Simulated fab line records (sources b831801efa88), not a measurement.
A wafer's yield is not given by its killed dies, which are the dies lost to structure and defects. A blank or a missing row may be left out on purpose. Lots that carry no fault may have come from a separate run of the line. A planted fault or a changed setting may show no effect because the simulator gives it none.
Which tool did it? || flow gf180mcu || route of 602 steps, sampled at 1 step: 6 lots, 18 wafers

## WHAT THE GAUGES READ, wafer by wafer
GF_V2_THK_MEAS_01.
{"lot": "L987", "measured": "day 19 02:01", "on": "filmMetro-03", "V2_CVD_00_THK (nm)": "596 605 601"}
{"lot": "L989", "measured": "day 20 05:04", "on": "filmMetro-04", "V2_CVD_00_THK (nm)": "600 593 591"}
{"lot": "L991", "measured": "day 20 22:00", "on": "filmMetro-04", "V2_CVD_00_THK (nm)": "602 601 596"}
{"lot": "L993", "measured": "day 21 19:04", "on": "filmMetro-01", "V2_CVD_00_THK (nm)": "603 604 605"}
{"lot": "L996", "measured": "day 22 20:36", "on": "filmMetro-03", "V2_CVD_00_THK (nm)": "603 603 601"}
{"lot": "L999", "measured": "day 24 01:11", "on": "filmMetro-01", "V2_CVD_00_THK (nm)": "601 594 594"}

## WHICH TOOL RAN EACH LOT (tool, then ch and the chambers of the sampled wafers, then the start)
Before these readings, the record contains no process step.

## THE ANSWER, worked out from the rows above alone
Rule: what is usual is taken from the lots themselves. Put in order of their means at a reading, lots are off if they are a third of the lots or fewer, leave a main group of 4 or more, and stand apart from it by a gap of 3 or more times the standard deviation of the main group's means; of several such gaps the widest counts. A main group whose means are all the same, to the digits that the tables above print for the reading, isn't used. A lot without any number at a reading at which 4 lots or more have one is off too. All remaining lots with rows at the step are treated as sound.
No lot is off on any of the readings shown, so nothing can be concluded from this.

## WHAT WAS PUT IN BY THE SIMULATOR
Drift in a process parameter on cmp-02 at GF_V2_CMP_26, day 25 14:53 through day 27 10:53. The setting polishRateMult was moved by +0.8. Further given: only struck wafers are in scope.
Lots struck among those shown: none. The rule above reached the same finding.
